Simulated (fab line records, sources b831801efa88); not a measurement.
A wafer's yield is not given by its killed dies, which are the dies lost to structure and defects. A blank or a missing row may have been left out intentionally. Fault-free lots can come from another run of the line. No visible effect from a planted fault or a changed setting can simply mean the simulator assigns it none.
fab line records	flow gf180mcu
record lots=5	wafers=23
route steps=602 shown TOP_METAL@583
startH: start of the lot's first displayed wafer, in hours after the record's first day	waitH: hours elapsed since this lot's preceding step	" repeats the value in the row above	L1.1+2: a row that stands for several wafers	- no value, or no start given	* or withheld: withheld	< > ~ a bound
route shown NAME@n: a module of which the file shows steps, and the number in the route of the first	usual: the fault-free wafers' mean and standard deviation	same: alike in all rows	chamber/n: place in a boat	sites: the reading at each site	_std_site: standard deviation across them	_edge_site: outer sites' mean less inner sites'	radiusMm: for every site, how far away it sits from the centre of the wafer	mask NAME#n: copy n	behind: tool/chamber where the wafer was last shaped	hold: what put the lot on hold/how long, in hours/how the hold closed	device: transistor that didn't switch, given as n, p or np	end of line: the route-end tests of the same wafers	a step given without rows: its recipe and nothing more	killed: not the wafer's yield, but the dies lost to structure and defects at the first sort	map: the dies of a wafer, with x for killed, . for not killed, _ for no die there
set.NAME: the setting that was run; set.NAME@STEP: the one run at that earlier step	model.NAME: the simulator's own value behind a step, which no gauge read
one table per step and one row per wafer, for lots whose settings were changed on purpose
## steps
# step GF_TOP_METAL_METAL_ETCH_16
# recipe chemistry=Cl2/BCl3	maskMaterial=NOVOLAK	targetDepthNm=1077.5	stopOn=SiO2	pressureMtorr=8	icpW=800	biasW=140	Cl2_flow_sccm=80	bcl3FlowSccm=40	timeS=179.6
lot.wafer	tool	chamber	startH	waitH	set.icpW	set.developTimeS@TOP_METAL_DEVELOP_13	model.NOVOLAK_of_TOP_METAL_COAT_09.thkNm	model.TOP_METAL.cdNm
L074.1	rieMetal-02	0	653.88	0.0	800	60	1070	432.7
L074.2	"	1	"	"	800	67.89	1063	419.9
L074.3	"	1	"	"	800	67.89	1067	423.7
L074.4	"	0	"	"	879.8	67.89	1031	416.7
L074.5	"	1	"	"	879.8	60	1026	433.9
L076.2	rieMetal-04	1	666.08	0.0	800	60	1064	441.4
L076.3	"	0	"	"	800	60	1068	449.1
L076.6	"	1	"	"	800	60	1057	441.3
L077.1	rieMetal-04	1	677.93	0.0	800	60	1068	441
L077.3	"	1	"	"	800	60	1067	441.2
L077.4	"	1	"	"	894.1	60	1032	443.7
L077.5	"	1	"	"	894.1	60	1027	436.8
L077.6	"	1	"	"	894.1	60	1026	439.4
L082.2	rieMetal-02	0	719.08	0.0	845.8	68.77	1059	424
L082.3	"	0	"	"	845.8	60	1052	436.2
L082.4	"	1	"	"	800	68.77	1077	422.7
L082.5	"	1	"	"	800	68.77	1078	423.1
L082.6	"	0	"	"	800	60	1078	432.9
L084.1	rieMetal-02	0	729.83	0.0	800	60	1080	438.8
L084.2	"	1	"	"	800	60	1083	435.9
L084.3	"	1	"	"	800	60	1080	435.9
L084.4	"	0	"	"	800	64.84	1085	420.8
L084.5	"	0	"	"	800	64.84	1075	422.7
# step GF_TOP_METAL_STRIP_17
# recipe chemistry=O2/N2	powerW=1400	pressureMtorr=1500	platenTempC=250	o2FlowSccm=3000	n2FlowSccm=300	overashFraction=0.5
# usual stripTimeToEndpointS=13.47/0.075
lot.wafer	tool	chamber	startH	waitH	set.icpW@TOP_METAL_METAL_ETCH_16	stripTimeToEndpointS
L074.1	plasmaAsher-01	1	654.05	0.1	800	13.44
L074.2	"	0	"	"	800	13.38
L074.3	"	1	"	"	800	13.40
L074.4	"	0	"	"	879.8	13.03
L074.5	"	0	"	"	879.8	12.98
L076.2	plasmaAsher-02	1	666.25	0.1	800	13.38
L076.3	"	1	"	"	800	13.44
L076.6	"	0	"	"	800	13.30
L077.1	plasmaAsher-01	0	678.28	0.3	800	13.44
L077.3	"	1	"	"	800	13.43
L077.4	"	0	"	"	894.1	13.03
L077.5	"	0	"	"	894.1	12.97
L077.6	"	1	"	"	894.1	12.96
L082.2	plasmaAsher-02	1	719.25	0.1	845.8	13.33
L082.3	"	0	"	"	845.8	13.26
L082.4	"	1	"	"	800	13.53
L082.5	"	1	"	"	800	13.56
L082.6	"	0	"	"	800	13.55
L084.1	plasmaAsher-02	0	730.00	0.1	800	13.58
L084.2	"	1	"	"	800	13.60
L084.3	"	0	"	"	800	13.57
L084.4	"	1	"	"	800	13.62
L084.5	"	1	"	"	800	13.52
## key
split step=GF_TOP_METAL_METAL_ETCH_16	setting=icpW	stated=800	by=wafer
response step=GF_TOP_METAL_METAL_ETCH_16	reading=model.NOVOLAK_of_TOP_METAL_COAT_09.thkNm	change=-3.56	per=1%	r=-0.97
response step=GF_TOP_METAL_STRIP_17	reading=stripTimeToEndpointS	change=*	per=1%	r=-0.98
split outsideThisFile step=GF_TOP_METAL_DEVELOP_13 setting=developTimeS
# split outsideThisFile: this setting was split too, and the file shows its column; the key of that split is in another file
